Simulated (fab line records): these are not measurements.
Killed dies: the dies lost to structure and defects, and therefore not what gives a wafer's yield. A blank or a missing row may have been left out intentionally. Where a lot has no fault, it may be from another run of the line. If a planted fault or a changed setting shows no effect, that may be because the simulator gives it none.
A lot that was struck, set against a sound lot | flow sky130 | 17 out of 708 route steps
Sound: wafers L234.1, L234.2, L234.5. Wafers struck: L242.2, L242.3, L242.5. The cause comes at the end.
For every step that has rows: the tool of each side, followed by ch and its chambers, followed by its first start. Under that, the readings that differ: sound wafers | struck wafers | difference of the means | sigmas: that difference in standard deviations of wafers without a fault.
alike: readings with means less than 2 such deviations apart, plus words and numbers identical on both sides. not compared: withheld readings, readings lacking a value on some wafer, bounds such as >300 that could conceal the same value, and numbers that have no deviation in the record and whose values overlap.
A row with sigmas, a row that says differs or no value, or rows on one side alone: a step with any of these is where the two part. When numbers do not overlap yet have no deviation, they are printed without sigmas and do not part them. A reading missing from all wafers of one side parts the sides only when that side holds two or more wafers.

SKY_LDD_P_OVL_MEAS_08:
  sound on overlay-02, day 20 01:13; struck on overlay-02, day 22 17:07
  reading        | sound       | struck         | difference | sigmas
  LDD_P_OVL (nm) | 0.1 1.2 1.2 | -2.4 -1.9 -1.0 | -2.6       | -2
then, 1 step without rows for these wafers: SKY_LDD_P_IMPLANT_09.
SKY_LDD_P_STRIP_10: strips in O2/N2.
  sound on plasma-asher-02 ch 0,1, day 20 01:25; struck on plasma-asher-02 ch 0,1, day 22 17:18
  alike: drypump-motor-current-A, oes-product-au, strip-time-to-endpoint-s
  not compared: rf-hours-counter-h
SKY_LDD_P_TW_MEAS_11:
  sound on film-metro-03, day 20 01:31; struck on film-metro-01, day 22 17:25
  alike: LDD_P_TW
then, 7 steps without rows for these wafers: SKY_LDD_HVN_DEHYDRATE_00 (time 60 s); SKY_LDD_HVN_HMDS_01 (prime time 60 s); SKY_LDD_HVN_COAT_02 (resist thk 300 nm); SKY_LDD_HVN_SOFTBAKE_03 (time 60 s); SKY_LDD_HVN_EXPOSE_04 (exposes mask HVNTM, target cd 700 nm); SKY_LDD_HVN_PEB_05; SKY_LDD_HVN_DEVELOP_06 (develop time 60 s).
SKY_LDD_HVN_OVL_MEAS_07:
  sound on overlay-02, day 21 07:35; struck on overlay-02, day 23 23:25
  alike: LDD_HVN_OVL
SKY_LDD_HVN_IMPLANT_08:
  sound on implanter-03 ch 0, day 21 07:37; struck on implanter-01 ch 0, day 23 23:28
  reading            | sound            | struck            | difference | sigmas
  beam-on-s (s)      | 10.07 10.22 9.99 | 11.53 11.21 11.31 | +1.26      | +7
  faraday-current-uA | 168 166 169      | 147 152 150       | -18        | -6
  alike: beam-energy-keV, dose-ions-cm2, end-station-pressure-torr
SKY_LDD_HVN_STRIP_09: strips in O2/N2.
  sound on plasma-asher-02 ch 0,1, day 21 07:46; struck on plasma-asher-02 ch 0,1, day 23 23:35
  alike: drypump-motor-current-A, oes-product-au, strip-time-to-endpoint-s
  not compared: rf-hours-counter-h
SKY_LDD_HVN_TW_MEAS_10:
  sound on film-metro-03, day 21 07:52; struck on film-metro-04, day 23 23:42
  reading    | sound          | struck         | difference | sigmas
  LDD_HVN_TW | 1433 1430 1434 | 1495 1496 1496 | +63        | +10
then, 1 step without rows for these wafers: SKY_LDD_HVP_DEHYDRATE_00 (time 60 s).
-- here the record skips 24 days between the struck wafers' starts before and after, leaving off in module LDD_HVP and picking up in module PAD_OPEN (first step shown: number 708 of the route) --
SKY_PAD_OPEN_PROBE_99:
  sound on prober-02, day 46 09:04; struck on prober-01, day 48 08:11
  reading                        | sound          | struck         | difference | sigmas
  model.etest.tip_n_5v.rs-ohm-sq | 1363 1365 1352 | 1253 1252 1258 | -106       |
  alike: killed_at_M0_to_M3, killed_at_M4_up, killed-at-contacts, killed-at-front-end, killed-at-other, killed-dies, killed-open, killed-short

== WHERE THEY PART ==
Last at SKY_LDD_HVN_TW_MEAS_10 as far as this record goes, first at SKY_LDD_P_OVL_MEAS_08. Later steps at which nothing parts them and some readings are alike: SKY_PAD_OPEN_PROBE_99.

WHY: what the simulator had put in
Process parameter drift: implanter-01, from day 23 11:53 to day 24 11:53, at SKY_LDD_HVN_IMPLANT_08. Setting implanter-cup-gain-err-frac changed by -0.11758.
